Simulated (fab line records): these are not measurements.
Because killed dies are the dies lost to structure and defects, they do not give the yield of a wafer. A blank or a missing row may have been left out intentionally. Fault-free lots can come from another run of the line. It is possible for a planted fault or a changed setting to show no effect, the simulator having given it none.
Comparing a struck lot with a sound one	flow sky130	37 steps out of a route of 708
Sound: the wafers L209.1, L209.3, L209.6. Struck: wafers L215.1, L215.3, L215.5. At the end, the cause is stated.
Per side, at each step with rows, come the tool, then ch with its chambers, and then its first start. Under that, the readings that differ: sound wafers	struck wafers	difference of the means	sigmas: that difference in standard deviations of wafers without a fault.
alike: same words and numbers on both sides, and readings whose means sit less than 2 such deviations apart. not compared: any withheld reading, any reading some wafer has no value for, any bound like >300 that may hide the same value, and any number with overlapping values for which the record gives no deviation.
A row with sigmas, a row that says differs or no value, or rows on one side alone: a step with any of these is where the two part. Numbers that don't overlap but have no deviation are shown without sigmas and don't part them. Lack of a reading on every wafer of one side parts them only where that side has two or more wafers.

first, 10 steps without rows for these wafers: SKY_FIELD_ISO_ETCH_14 (etches BARC in N2/H2, stops on SiO2, time 45.9 s, target depth 60 nm); SKY_FIELD_ISO_ETCH_15 (etches the open film in CHF3/O2, stops on Si, target depth 180 nm, time 72 s); SKY_FIELD_ISO_STRIP_16 (strips in O2/N2); SKY_FIELD_ISO_ETCH_17 (etches Si in HBr/Cl2/O2, target depth 342 nm, time 97.7 s); SKY_FIELD_ISO_WET_ETCH_18 (etches Si3N4 in H3PO4, target depth 25 nm, time 286 s); SKY_FIELD_ISO_CLEAN_19 (cleans in SC1/SC2, time 150 s); SKY_FIELD_ISO_CLEAN_20 (cleans in dHF, time 20 s); SKY_FIELD_ISO_WET_ETCH_21 (etches SiO2 in dHF, target depth 20 nm, time 400 s); SKY_FIELD_ISO_OXIDATION_22 (stabilise 600 s, purge 300 s, target thk 10 nm); SKY_FIELD_ISO_CVD_24 (deposits SiO2, target thk 595 nm, time 99.2 s).
SKY_FIELD_ISO_ANNEAL_26: time 1800 s.
  sound on furnace-02 ch 0, day 3 05:25; struck on furnace-02 ch 0, day 4 12:10
  alike: spike_tc_bottom_C
then, 25 steps without rows for these wafers: SKY_FIELD_ISO_CMP_27 (polishes, stops on Si3N4, t overpolish 16 s, target thk 457.8 nm); SKY_FIELD_ISO_WET_ETCH_28 (etches SiO2 in dHF, target depth 23.7 nm, time 47 s); SKY_FIELD_ISO_WET_ETCH_29 (etches Si3N4 in H3PO4, target depth 160 nm, time 1825 s); SKY_FIELD_ISO_WET_ETCH_30 (etches SiO2 in dHF, target depth 25 nm, time 50 s); SKY_NWELL_CLEAN_00 (cleans in SC1/SC2, time 150 s); SKY_NWELL_OXIDATION_01 (stabilise 600 s, purge 300 s, target thk 10 nm); SKY_DNWELL_DEHYDRATE_00 (time 60 s); SKY_DNWELL_HMDS_01 (prime time 60 s); SKY_DNWELL_COAT_02 (resist thk 3000 nm); SKY_DNWELL_SOFTBAKE_03; SKY_DNWELL_EXPOSE_04 (exposes mask DNM, target cd 3000 nm); SKY_DNWELL_PEB_05; SKY_DNWELL_DEVELOP_06 (develop time 60 s); SKY_DNWELL_IMPLANT_07; SKY_DNWELL_STRIP_08 (strips in O2/N2); SKY_PWDE_DEHYDRATE_00 (time 60 s); SKY_PWDE_HMDS_01 (prime time 60 s); SKY_PWDE_COAT_02 (resist thk 3000 nm); SKY_PWDE_SOFTBAKE_03; SKY_PWDE_EXPOSE_04 (exposes mask PWDEM, target cd 840 nm); SKY_PWDE_PEB_05; SKY_PWDE_DEVELOP_06 (develop time 60 s); SKY_PWDE_IMPLANT_08; SKY_PWDE_STRIP_09 (strips in O2/N2); SKY_NWELL_DEHYDRATE_03 (time 60 s).
-- the record jumps here: 44 days lie between the struck wafers' starts before and after (it left off in module NWELL and takes up again in module PAD_OPEN, whose first step shown is number 708 of the route) --
SKY_PAD_OPEN_PROBE_99:
  sound on prober-01, day 46 15:20; struck on prober-01, day 48 05:52
reading	sound	struck	difference	sigmas
killed_dies	72 78 80	96 97 106	+23	+2
killed_open	38 37 50	53 59 58	+15	+2
model.etest.diode_nwell_sub.leak_log10_a_cm2	-7.332 -7.179 -7.149	-6.706 -6.752 -6.501	+0.567	
model.etest.diode_dnwell_sub.leak_log10_a_cm2	-7.063 -7.282 -7.307	-6.843 -6.715 -6.492	+0.534	
model.etest.diode_pwell_dnwell.leak_log10_a_cm2	-7.565 -7.783 -7.697	-7.295 -7.332 -7.1	+0.439	
model.etest.nfet_16v.off_log10_a_um	-13.79 -13.77 -13.84	-13.75 -13.64 -13.71	+0.10	
  alike: killed_at_M0_to_M3, killed_at_M4_up, killed_at_contacts, killed_at_front_end, killed_at_other, killed_short
  not compared: model.etest.cap_ono.gate_bv_v, model.etest.pfet_16v.off_log10_a_um

## WHERE THEY PART
Within this record, at SKY_PAD_OPEN_PROBE_99 only.

WHY: what the simulator had put in
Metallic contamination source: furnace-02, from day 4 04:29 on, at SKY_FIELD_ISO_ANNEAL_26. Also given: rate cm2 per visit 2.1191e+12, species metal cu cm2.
